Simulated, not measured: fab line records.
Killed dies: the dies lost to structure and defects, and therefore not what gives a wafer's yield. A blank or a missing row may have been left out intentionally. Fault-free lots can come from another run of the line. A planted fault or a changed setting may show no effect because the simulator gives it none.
The tool behind it: which one?    flow sky130    at 1 step of a route of 708, 11 lots with 33 wafers sampled

== WHAT EACH GAUGE READ, for each wafer ==
SKY_VIA1_CD_MEAS_12 targets a cd of 150 nm.
lot   measured      on         cd-nm (nm)
L814  day 33 22:23  cd-sem-02  149.3 150.0 148.5
L817  day 34 17:31  cd-sem-02  152.1 150.9 149.7
L818  day 35 20:52  cd-sem-01  149.3 146.7 147.4
L819  day 36 01:28  cd-sem-01  149.9 150.0 148.8
L821  day 36 12:38  cd-sem-01  147.9 149.7 148.8
L829  day 39 10:03  cd-sem-01  150.5 150.5 151.5
L831  day 39 15:09  cd-sem-01  149.6 150.3 150.2
L832  day 39 16:55  cd-sem-01  149.5 147.4 148.0
L834  day 40 02:03  cd-sem-02  149.1 149.7 149.1
L836  day 40 23:16  cd-sem-02  151.6 149.8 150.2
L837  day 41 00:46  cd-sem-02  152.5 151.5 151.4

== TOOL THAT RAN EACH LOT (tool first, then ch and the chambers of the sampled wafers, then the start) ==
Record: no process step prior to these readings.

== THE ANSWER, worked out from the rows above alone ==
Rule: usual is defined by the lots themselves. The widest of any qualifying gaps counts: lots, ordered by their means at a reading, are off when they make up no more than a third of the lots, leave a main group of 4 or more, and stand apart from it by 3 or more times the standard deviation of that group's means. A main group whose means are all the same, to the digits that the tables above print for the reading, isn't used. A lot without any number at a reading at which 4 lots or more have one is off too. All remaining lots with rows at the step are treated as sound.
No lot is off on any of the readings shown, so nothing can be concluded from this.

== WHAT THE SIMULATOR HAD INSERTED ==
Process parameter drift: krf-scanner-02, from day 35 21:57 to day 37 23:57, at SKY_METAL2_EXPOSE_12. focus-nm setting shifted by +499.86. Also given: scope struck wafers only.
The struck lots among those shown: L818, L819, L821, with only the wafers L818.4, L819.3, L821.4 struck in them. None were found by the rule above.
